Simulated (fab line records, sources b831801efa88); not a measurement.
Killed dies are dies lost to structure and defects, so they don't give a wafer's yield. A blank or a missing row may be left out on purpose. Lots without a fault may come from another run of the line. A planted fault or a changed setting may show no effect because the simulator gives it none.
fab line records | flow sky130
record lots=6 wafers=18 last_day=50
route steps=708 shown VIA1@470 METAL2@483
lots that met no fault: from a run of the same line without faults
start_h: hours from the record's first day to the start of the lot's first wafer shown | wait_h: hours since the lot's step before | " the same as in the row above | L1.1+2: a row that stands for several wafers | - no value, or no start given | * or withheld: withheld | < > ~ a bound
route shown NAME@n: a module of which the file shows steps, and the number in the route of the first | usual: mean/standard deviation of fault-free wafers | same: alike in all rows | chamber/n: place in a boat | sites: the reading at each site | _std_site: their standard deviation | _edge_site: outer sites' mean less inner sites' | radius_mm: how far each site lies from the wafer's centre | mask NAME#n: copy n | behind: the tool/chamber that last shaped the wafer | hold: why the lot was held/for how many hours/how that ended | device: the transistor (n, p or np) that didn't switch | end of line: the same wafers' tests at the end of the route | a step without rows: its recipe alone | killed: dies lost to structure and defects at the first sort, not the wafer's yield | map: a wafer's dies, x killed, . not, _ none there
set.NAME: the setting as run; set.NAME@STEP: as run at that earlier step | model.NAME: the simulator's own value behind a step, which no gauge read
lots at some steps of the route; a table a step, a row a wafer
services: from which hour (start_h, from the record's first day; less than 0 if before it) a tool's chamber was out of use, for how many hours, and why
## steps
# step SKY_VIA1_CD_MEAS_12
# recipe target_cd_nm=150
# usual cd_nm=150.4/1.7
# columns lot.wafer tool chamber start_h wait_h cd_nm
L353.4 cd_sem-02 - 848.90 - 148.9
L353.5 " - " " 147.9
L353.6 " - " " 148.2
L351.2 cd_sem-01 - 849.21 - 151.4
L351.3 " - " " 151.4
L351.5 " - " " 150.0
L362.2 cd_sem-02 - 914.77 - 149.5
L362.3 " - " " 149.3
L362.4 " - " " 149.3
L363.1 cd_sem-02 - 920.90 - 149.1
L363.5 " - " " 150.2
L363.6 " - " " 150.6
L366.2 cd_sem-02 - 942.02 - 151.2
L366.3 " - " " 149.3
L366.4 " - " " 151.5
L369.2 cd_sem-02 - 958.36 - 150.6
L369.5 " - " " 151.5
L369.6 " - " " 151.1
# step SKY_VIA1_OVL_MEAS_13
# usual VIA1_OVL=2/5
# columns lot.wafer tool chamber start_h wait_h VIA1_OVL[nm]
L353.4 overlay-02 - 848.98 0.1 9
L353.5 " - " " 5
L353.6 " - " " -3
L351.2 overlay-01 - 849.32 0.1 5
L351.3 " - " " 2
L351.5 " - " " -7
L362.2 overlay-01 - 914.88 0.1 -3
L362.3 " - " " 0
L362.4 " - " " 5
L363.1 overlay-01 - 921.02 0.1 5
L363.5 " - " " 5
L363.6 " - " " 7
L366.2 overlay-02 - 942.13 0.1 5
L366.3 " - " " 11
L366.4 " - " " 2
L369.2 overlay-02 - 958.47 0.1 -1
L369.5 " - " " 2
L369.6 " - " " 0
# step SKY_VIA1_ETCH_14
# recipe chemistry=N2/H2 target=BARC ion_energy_ev=200 source_w=500 bias_w=100 pressure_mtorr=30 n2_flow_sccm=100 h2_flow_sccm=200 stop_on=SiO2 time_s=45.9 target_depth_a=600
# usual chamber_pressure_mTorr=29.999/0.025 drypump_motor_current_A=5.9/0.52 oes_product_au=0.854/0.0047 throttle_valve_pct=13.226/0.0087
# columns lot.wafer tool chamber start_h wait_h chamber_pressure_mTorr drypump_motor_current_A oes_product_au rf_hours_counter_h throttle_valve_pct
L353.4 rie_diel-02 1 849.00 0.0 30.004 5.8 0.863 2 13.217
L353.5 " 2 " " 30.019 6.1 0.856 - 13.227
L353.6 " 3 " " 29.972 5.3 0.856 - 13.215
L351.2 rie_diel-04 0 849.35 0.0 29.973 4.8 0.851 7 13.214
L351.3 " 3 " " 30.002 6.0 0.847 15 13.228
L351.5 " 0 " " 29.986 4.8 0.850 - 13.231
L362.2 rie_diel-02 1 914.91 0.0 30.011 5.7 0.851 4 13.226
L362.3 " 0 " " 29.973 6.3 0.846 1 13.225
L362.4 " 3 " " 29.977 5.3 0.850 18 13.223
L363.1 rie_diel-04 3 921.06 0.0 30.004 6.0 0.849 17 13.224
L363.5 " 2 " " 30.038 6.4 0.843 - 13.213
L363.6 " 1 " " 29.951 6.3 0.852 - 13.226
L366.2 rie_diel-04 3 942.16 0.0 29.988 6.0 0.855 18 13.222
L366.3 " 0 " " 30.004 4.8 0.853 9 13.229
L366.4 " 1 " " 30.012 6.3 0.847 9 13.226
L369.2 rie_diel-04 0 958.50 0.0 30.035 4.8 0.857 10 13.228
L369.5 " 0 " " 29.988 4.8 0.857 - 13.236
L369.6 " 1 " " 30.007 6.3 0.860 - 13.227
# step SKY_VIA1_ETCH_15
# recipe target=SiO2 chemistry=C4F8/O2/Ar target_depth_nm=351 stop_on=TiN mask_material=KrF-thick source_w=1500 bias_w=1200 pressure_mtorr=40 c4f8_flow_sccm=withheld O2_flow_sccm=6 Ar_flow_sccm=300 time_s=54
# usual chamber_pressure_mTorr=40.00/0.032 oes_product_au=0.982/0.0054
# columns lot.wafer tool chamber start_h wait_h chamber_pressure_mTorr oes_product_au rf_hours_counter_h
L353.4 rie_diel-02 1 849.04 0.0 40.02 0.975 2
L353.5 " 2 " " 39.98 0.985 -
L353.6 " 3 " " 39.99 0.993 -
L351.2 rie_diel-04 0 849.39 0.0 40.01 0.981 7
L351.3 " 3 " " 40.03 0.986 15
L351.5 " 0 " " 40.04 0.984 -
L362.2 rie_diel-02 1 914.95 0.0 39.97 0.978 4
L362.3 " 0 " " 39.99 0.979 1
L362.4 " 3 " " 40.01 0.983 18
L363.1 rie_diel-04 3 921.10 0.0 40.04 0.975 17
L363.5 " 2 " " 39.94 0.980 -
L363.6 " 1 " " 39.97 0.973 -
L366.2 rie_diel-04 3 942.20 0.0 40.03 0.991 18
L366.3 " 0 " " 40.01 0.985 9
L366.4 " 1 " " 39.95 0.984 9
L369.2 rie_diel-04 0 958.54 0.0 40.03 0.990 10
L369.5 " 0 " " 39.97 0.983 -
L369.6 " 1 " " 39.98 0.985 -
# step SKY_VIA1_STRIP_16
# recipe chemistry=O2/N2 power_w=1400 pressure_mtorr=1500 platen_temp_c=withheld o2_flow_sccm=3000 n2_flow_sccm=300 overash_fraction=0.5
# usual chamber_pressure_mTorr=1500.0/1.4 drypump_motor_current_A=5.9/0.47 oes_product_au=0.416/0.0049 strip_time_to_endpoint_s=4.445/0.025
# columns lot.wafer tool chamber start_h wait_h chamber_pressure_mTorr drypump_motor_current_A oes_product_au rf_hours_counter_h strip_time_to_endpoint_s
L353.4 plasma_asher-01 1 849.12 0.1 1500.2 5.9 0.408 - 4.465
L353.5 " 1 " " 1498.9 5.9 0.415 - 4.446
L353.6 " 0 " " 1498.8 6.2 0.424 - 4.428
L351.2 plasma_asher-02 1 849.44 0.0 1498.9 5.2 0.417 70 4.438
L351.3 " 0 " " 1499.7 6.3 0.414 - 4.404
L351.5 " 0 " " 1501.5 6.4 0.421 - 4.448
L362.2 plasma_asher-02 0 915.00 0.0 1500.6 6.4 0.411 76 4.467
L362.3 " 0 " " 1498.1 6.3 0.420 - 4.461
L362.4 " 1 " " 1497.3 5.2 0.418 - 4.425
L363.1 plasma_asher-01 1 921.15 0.0 1499.7 5.9 0.411 107 4.434
L363.5 " 1 " " 1502.0 5.9 0.412 - 4.415
L363.6 " 0 " " 1500.3 6.2 0.416 - 4.439
L366.2 plasma_asher-04 1 942.25 0.0 1500.4 6.2 0.409 51 4.407
L366.3 " 1 " " 1499.9 6.3 0.421 - 4.436
L366.4 " 0 " " 1499.7 6.1 0.417 - 4.440
L369.2 plasma_asher-02 0 958.59 0.0 1497.9 6.3 0.411 81 4.465
L369.5 " 1 " " 1499.3 5.2 0.420 - 4.454
L369.6 " 0 " " 1500.0 6.4 0.408 - 4.442
# step SKY_VIA1_STRIP_17
# recipe chemistry=post_etch_residue_remover time_s=1200 temp_c=72.5
# step SKY_VIA1_CLEAN_18
# recipe chemistry=IPA time_s=180 temp_c=25
# step SKY_VIA1_CLEAN_19
# recipe chemistry=O3/DIW dry=n2_spin
# step SKY_VIA1_SPUTTER_20
# recipe material=TiN target_thk_nm=20 chamber_pressure_pa=5 power_w=4000 time_s=80
# usual throttle_valve_pct=29.7/1.2
# columns lot.wafer tool chamber start_h wait_h throttle_valve_pct
L353.4 pvd_sputter-02 - 849.68 0.0 27.3
L353.5 " - " " 29.1
L353.6 " - " " 31.3
L351.2 pvd_sputter-04 - 850.03 0.0 29.0
L351.3 " - " " 30.5
L351.5 " - " " 29.7
L362.2 pvd_sputter-02 - 915.60 0.0 29.3
L362.3 " - " " 29.9
L362.4 " - " " 31.6
L363.1 pvd_sputter-01 - 921.77 0.0 29.5
L363.5 " - " " 30.1
L363.6 " - " " 30.4
L366.2 pvd_sputter-04 - 942.84 0.0 30.7
L366.3 " - " " 28.8
L366.4 " - " " 30.4
L369.2 pvd_sputter-02 - 959.19 0.0 30.0
L369.5 " - " " 31.5
L369.6 " - " " 29.3
# step SKY_VIA1_CVD_21
# recipe material=W target_thk_nm=270 time_s=80.902 temp_c=400 pressure_torr=40
# step SKY_VIA1_RS_MEAS_22
# recipe thk_meas_gauge=four-point-probe reads=W_of_VIA1_CVD_21+TiN_of_VIA1_SPUTTER_20
# usual VIA1_W_RS=0.429/0.007
# columns lot.wafer tool chamber start_h wait_h VIA1_W_RS[ohm/sq]
L353.4 film_metro-01 - 849.89 0.1 0.422
L353.5 " - " " 0.437
L353.6 " - " " 0.419
L351.2 film_metro-04 - 850.20 0.1 0.433
L351.3 " - " " 0.434
L351.5 " - " " 0.432
L362.2 film_metro-01 - 915.77 0.1 0.433
L362.3 " - " " 0.428
L362.4 " - " " 0.431
L363.1 film_metro-01 - 921.92 0.1 0.434
L363.5 " - " " 0.418
L363.6 " - " " 0.440
L366.2 film_metro-03 - 943.01 0.1 0.428
L366.3 " - " " 0.416
L366.4 " - " " 0.430
L369.2 film_metro-03 - 959.36 0.1 0.435
L369.5 " - " " 0.432
L369.6 " - " " 0.436
# step SKY_VIA1_THK_MEAS_23
# recipe thk_meas_gauge=xrf reads=W_of_VIA1_CVD_21
# usual VIA1_W_THK=267/4.5
# columns lot.wafer tool chamber start_h wait_h VIA1_W_THK[nm]
L353.4 film_metro-01 - 849.98 0.1 273
L353.5 " - " " 263
L353.6 " - " " 276
L351.2 film_metro-04 - 850.31 0.1 267
L351.3 " - " " 266
L351.5 " - " " 267
L362.2 film_metro-01 - 915.88 0.1 264
L362.3 " - " " 268
L362.4 " - " " 265
L363.1 film_metro-01 - 922.04 0.1 264
L363.5 " - " " 274
L363.6 " - " " 262
L366.2 film_metro-03 - 943.12 0.1 266
L366.3 " - " " 273
L366.4 " - " " 265
L369.2 film_metro-03 - 959.47 0.1 261
L369.5 " - " " 265
L369.6 " - " " 262
# step SKY_VIA1_CMP_24
# recipe stop_on=SiO2 t_overpolish_s=15 down_force_psi=3.5 platen_rpm=60 target_thk_nm=0 pad_velocity_m_s=0.94248
# usual motor_current_A=10.5/1.1 overpolish_run_s=15.000/0.0097 retaining_ring_pressure_frac=1.000/0.005 time_to_endpoint_s=66/3.5
# columns lot.wafer tool chamber start_h wait_h motor_current_A overpolish_run_s retaining_ring_pressure_frac time_to_endpoint_s
L353.4 cmp-02 1 850.06 0.1 10.5 14.989 0.995 68
L353.5 " 0 " " 10.8 14.998 1.007 61
L353.6 " 1 " " 10.7 15.013 1.000 68
L351.3 cmp-01 2 850.41 0.1 9.6 15.004 0.995 63
L351.2 " 0 " " 11.9 14.989 1.006 67
L351.5 " 1 " " 9.7 15.009 1.009 66
L362.4 cmp-02 1 915.93 0.0 10.5 0.031 0.996 103
L362.2 " 2 " " 11.9 15.002 1.002 64
L362.3 " 0 " " 11.3 0.042 1.009 104
L363.1 cmp-02 3 922.20 0.1 11.0 15.003 1.001 63
L363.5 " 1 " " 11.1 15.000 1.008 67
L363.6 " 2 " " 12.6 0.046 1.001 102
L366.2 cmp-01 1 943.22 0.1 9.4 15.005 1.000 67
L366.3 " 2 " " 9.5 14.997 0.999 64
L366.4 " 3 " " 8.9 14.992 1.004 68
L369.2 cmp-01 2 959.62 0.1 9.8 14.990 0.995 65
L369.5 " 0 " " 11.2 15.011 1.010 70
L369.6 " 1 " " 9.4 15.001 1.006 66
# step SKY_METAL2_SPUTTER_00
# recipe material=Ti target_thk_nm=15 power_w=3000 time_s=10 chamber_pressure_pa=0.4
# usual throttle_valve_pct=29.9/1.2
# columns lot.wafer tool chamber start_h wait_h throttle_valve_pct
L353.4 pvd_sputter-02 - 850.31 0.2 29.2
L353.5 " - " " 30.1
L353.6 " - " " 31.7
L351.2 pvd_sputter-03 - 850.66 0.1 31.6
L351.3 " - " " 30.4
L351.5 " - " " 31.4
L362.2 pvd_sputter-04 - 916.23 0.2 29.1
L363.1 pvd_sputter-03 - 922.40 0.1 30.2
L363.5 " - " " 31.5
L366.2 pvd_sputter-02 - 943.47 0.2 31.5
L366.3 " - " " 29.3
L366.4 " - " " 29.8
L369.2 pvd_sputter-02 - 959.82 0.1 27.1
L369.5 " - " " 29.9
L369.6 " - " " 31.5
## services
# columns tool chamber start_h hours kind
cmp-02 - 829.48 1.1 repair
rie_diel-04 0 835.45 6.8 repair
plasma_asher-04 - 846.72 2.0 repair
rie_diel-02 - 858.37 0.4 repair
rie_diel-02 0 867.31 - clean
rie_diel-02 0 867.31 12.9 scheduled_down
rie_diel-02 0 867.31 12.9 vent_cycle
plasma_asher-04 - 867.82 10.3 repair
cmp-01 - 888.20 1.5 repair
cmp-01 - 912.00 4.0 pm
plasma_asher-04 - 914.48 2.8 pm
cmp-01 - 916.00 - consumable_replace:conditioner
cmp-01 - 916.00 - consumable_replace:pad
cmp-01 - 925.65 1.7 repair
pvd_sputter-04 - 927.69 6.7 repair
cmp-02 - 942.63 1.1 repair
pvd_sputter-04 - 950.27 2.5 repair
cmp-02 - 951.66 0.9 repair
## key
first_sign step=SKY_VIA1_CMP_24 reading=overpolish_run_s direction=down sigmas=99+ usual=15.000 struck=0.040
effect step=SKY_VIA1_CMP_24 reading=time_to_endpoint_s direction=up sigmas=10 usual=* struck=*
met_at SKY_VIA1_CMP_24
struck_wafers L362.3,L362.4,L363.6
later_rows_left_out L362.3,L362.4,L363.6
sort_left_out L362.3,L362.4,L363.6
onset_between 850.06 915.93
fault kind=process_parameter_drift tool=cmp-02 chamber=- onset_h=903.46 steps=SKY_VIA1_CMP_24 channel=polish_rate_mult offset=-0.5 shape=step end_h=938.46 scope=struck_wafers_only
# sort_left_out: the simulated sort isn't trusted on such a fault, so these wafers' sort isn't shown, and their yield isn't known
# later_rows_left_out: the simulator's readings of these wafers behind a module that went badly wrong aren't trusted and aren't shown, but for the sort
